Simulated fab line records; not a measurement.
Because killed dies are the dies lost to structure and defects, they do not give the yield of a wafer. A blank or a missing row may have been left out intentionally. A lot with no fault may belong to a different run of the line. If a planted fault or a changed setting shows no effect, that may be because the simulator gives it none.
The tool behind it: which one? | flow sky130 | Sampling: 12 lots, 35 wafers, 3 of 708 route steps

## WHAT THE GAUGES READ, wafer by wafer
SKY_METAL4_OVL_MEAS_14. Usual: for METAL4_OVL the level is 6 nm and the standard deviation is 6.1.
lot  | measured     | on         | METAL4_OVL (nm) | flag
L744 | day 42 06:29 | overlay-02 | 2 12 11         |
L746 | day 42 18:11 | overlay-02 | 3 -1 3          |
L747 | day 43 03:59 | overlay-02 | 8 11 4          |
L748 | day 43 06:31 | overlay-02 | 9 4 6           |
L751 | day 43 18:20 | overlay-02 | 11 1            |
L752 | day 44 08:01 | overlay-02 | 5 6 10          |
L753 | day 44 10:05 | overlay-02 | 11 12 13        |
L756 | day 45 08:05 | overlay-02 | 7 9 11          |
L762 | day 46 17:11 | overlay-02 | 4 6 -3          |
L761 | day 46 21:52 | overlay-02 | -3 -4 -2        |
L766 | day 47 13:23 | overlay-01 | 18 14 10        |
L767 | day 47 14:41 | overlay-02 | 4 3 6           |

## EACH LOT AND THE TOOL THAT RAN IT (in order: tool; ch and the chambers of the sampled wafers; start)
lot  | SKY_METAL4_SPUTTER_03        | SKY_CAP2M_STRIP_14
L744 | pvd-sputter-01, day 40 05:14 | plasma-asher-02 ch 0,1, day 41 05:41
L746 | pvd-sputter-02, day 40 18:08 | plasma-asher-01 ch 0,1, day 41 17:56
L747 | pvd-sputter-04, day 41 03:11 | plasma-asher-04 ch 1, day 42 04:11
L748 | pvd-sputter-04, day 41 06:46 | plasma-asher-04 ch 0,1, day 42 07:25
L751 | pvd-sputter-02, day 41 20:08 | plasma-asher-04 ch 0,1, day 42 19:27
L752 | pvd-sputter-02, day 42 08:46 | plasma-asher-01 ch 0,1, day 43 08:10
L753 | pvd-sputter-01, day 42 11:46 | plasma-asher-02 ch 0,1, day 43 10:37
L756 | pvd-sputter-04, day 43 09:59 | plasma-asher-01 ch 0, day 44 09:25
L762 | pvd-sputter-04, day 44 21:26 | plasma-asher-04 ch 0,1, day 45 19:16
L761 | pvd-sputter-01, day 45 01:29 | plasma-asher-01 ch 0,1, day 45 23:31
L766 | pvd-sputter-02, day 45 18:41 | plasma-asher-04 ch 1, day 46 15:58
L767 | pvd-sputter-04, day 45 20:10 | plasma-asher-02 ch 0, day 46 17:53
- SKY_METAL4_SPUTTER_03: material Ti, target thk 5 nm, time 3.3 s.
- SKY_CAP2M_STRIP_14: strips in O2/N2.

## WHAT THE TOOLS THEMSELVES READ (means of the sampled wafers that have a number; where no wafer has one, the mark that the record gives instead)
SKY_METAL4_SPUTTER_03. Usual: 30.1 % for throttle-valve-pct, sd 1.1.
lot  | tool           | throttle-valve-pct (%) | flag
L744 | pvd-sputter-01 | 31.3                   |
L746 | pvd-sputter-02 | 29.0                   |
L747 | pvd-sputter-04 | 30.9                   |
L748 | pvd-sputter-04 | 30.6                   |
L751 | pvd-sputter-02 | 29.2                   |
L752 | pvd-sputter-02 | 29.0                   |
L753 | pvd-sputter-01 | 29.9                   |
L756 | pvd-sputter-04 | 30.9                   |
L762 | pvd-sputter-04 | 31.0                   |
L761 | pvd-sputter-01 | 30.7                   |
L766 | pvd-sputter-02 | 30.0                   |
L767 | pvd-sputter-04 | 30.5                   |

SKY_CAP2M_STRIP_14. Usual: drypump-motor-current-A 5.8 A, standard deviation 0.48; oes-product-au 0.710 a.u., standard deviation 0.0047; strip-time-to-endpoint-s 12.65 s, standard deviation 0.043.
lot  | tool            | drypump-motor-current-A (A) | oes-product-au (a.u.) | strip-time-to-endpoint-s (s) | flag
L744 | plasma-asher-02 | 5.8                         | 0.710                 | 12.70                        |
L746 | plasma-asher-01 | 6.0                         | 0.707                 | 12.68                        |
L747 | plasma-asher-04 | 4.8                         | 0.710                 | 12.70                        |
L748 | plasma-asher-04 | 5.3                         | 0.714                 | 12.61                        |
L751 | plasma-asher-04 | 5.5                         | 0.708                 | 12.63                        |
L752 | plasma-asher-01 | 5.8                         | 0.708                 | 12.58                        |
L753 | plasma-asher-02 | 5.9                         | 0.710                 | 12.64                        |
L756 | plasma-asher-01 | 6.2                         | 0.715                 | 12.68                        |
L762 | plasma-asher-04 | 5.7                         | 0.711                 | 12.66                        |
L761 | plasma-asher-01 | 6.0                         | 0.709                 | 12.64                        |
L766 | plasma-asher-04 | 4.8                         | 0.710                 | 12.64                        |
L767 | plasma-asher-02 | 5.7                         | 0.710                 | 12.66                        |

## THE ANSWER, worked out from the rows above alone
Rule: lot off if the mean of its wafers having a number is beyond 3 standard deviations from the usual mean. A lot without any number at a reading at which 4 lots or more have one is off too. The other lots that the step has rows for count as sound. Order of review: gauges by route order, followed by the tools' own readings, for which a lot's mean as printed above is used. The first step at which some lot is off is used, and at that step the reading that is off furthest; a lot without a number counts as furthest.
None of the lots is off at any reading shown; this tells nothing.

## WHAT THE SIMULATOR PUT IN
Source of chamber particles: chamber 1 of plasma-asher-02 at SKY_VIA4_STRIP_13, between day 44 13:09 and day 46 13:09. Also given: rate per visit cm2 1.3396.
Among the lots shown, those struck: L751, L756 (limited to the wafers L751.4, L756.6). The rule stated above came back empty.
